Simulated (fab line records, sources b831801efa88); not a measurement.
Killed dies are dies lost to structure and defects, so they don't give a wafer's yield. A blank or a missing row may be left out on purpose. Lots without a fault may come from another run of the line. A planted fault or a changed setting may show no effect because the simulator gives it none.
Which tool did it? | flow sky130 | 11 lots, 33 wafers sampled, at 2 steps of a route of 708

WHAT THE GAUGES READ, wafer by wafer
SKY_METAL2_RS_MEAS_05: measures by four-point-probe.
lot  | measured     | on            | METAL2_ALCU_RS (ohm/sq)
L868 | day 34 18:34 | film_metro-03 | 0.1264 0.1263 0.1265
L869 | day 35 02:11 | film_metro-01 | 0.1262 0.1288 0.1263
L870 | day 35 12:41 | film_metro-04 | 0.1265 0.1281 0.1282
L872 | day 35 23:52 | film_metro-04 | 0.1291 0.1284 0.1282
L876 | day 37 05:32 | film_metro-01 | 0.1260 0.1259 0.1255
L879 | day 38 04:20 | film_metro-03 | 0.1173 0.1272 0.1186
L880 | day 38 21:38 | film_metro-04 | 0.1180 0.1251 0.1264
L883 | day 39 09:32 | film_metro-01 | 0.1268 0.1269 0.1283
L885 | day 39 16:37 | film_metro-01 | 0.1264 0.1258 0.1261
L886 | day 40 06:28 | film_metro-03 | 0.1266 0.1260 0.1268
L889 | day 41 03:52 | film_metro-04 | 0.1277 0.1269 0.1260

WHICH TOOL RAN EACH LOT (tool, then ch and the chambers of the sampled wafers, then the start)
lot  | SKY_METAL2_SPUTTER_02
L868 | pvd_sputter-02, day 34 18:28
L869 | pvd_sputter-04, day 35 02:06
L870 | pvd_sputter-04, day 35 12:34
L872 | pvd_sputter-01, day 35 23:43
L876 | pvd_sputter-02, day 37 05:26
L879 | pvd_sputter-02, day 38 04:14
L880 | pvd_sputter-02, day 38 21:32
L883 | pvd_sputter-04, day 39 09:26
L885 | pvd_sputter-01, day 39 16:30
L886 | pvd_sputter-04, day 40 06:20
L889 | pvd_sputter-01, day 41 03:46
- SKY_METAL2_SPUTTER_02: material AlCu, target thk 250 nm, time 13.3 s.

THE ANSWER, worked out from the rows above alone
Rule: what is usual is taken from the lots themselves. Put in order of their means at a reading, lots are off if they are a third of the lots or fewer, leave a main group of 4 or more, and stand apart from it by a gap of 3 or more times the standard deviation of the main group's means; of several such gaps the widest counts. A main group whose means are all the same, to the digits that the tables above print for the reading, isn't used. A lot without any number at a reading at which 4 lots or more have one is off too. The other lots that the step has rows for count as sound.
Off: L879, L880, at SKY_METAL2_RS_MEAS_05 (METAL2_ALCU_RS). The main group: mean 0.1269 ohm/sq, standard deviation 0.0008.
A tool fits if, at a process step before that reading, it ran every lot that is off, and no sound lot after the first of them. The gauges at SKY_METAL2_RS_MEAS_05 are tried like those tools. One fits: pvd_sputter-02 at SKY_METAL2_SPUTTER_02. Its last sound lot is L876 (day 37 05:26), its first lot that is off L879 (day 38 04:14): a fault that began between those two fits.

WHAT THE SIMULATOR HAD PUT IN
Process parameter drift: pvd_sputter-02, from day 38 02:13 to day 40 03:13, at SKY_METAL2_SPUTTER_02. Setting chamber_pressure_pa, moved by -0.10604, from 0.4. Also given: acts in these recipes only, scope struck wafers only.
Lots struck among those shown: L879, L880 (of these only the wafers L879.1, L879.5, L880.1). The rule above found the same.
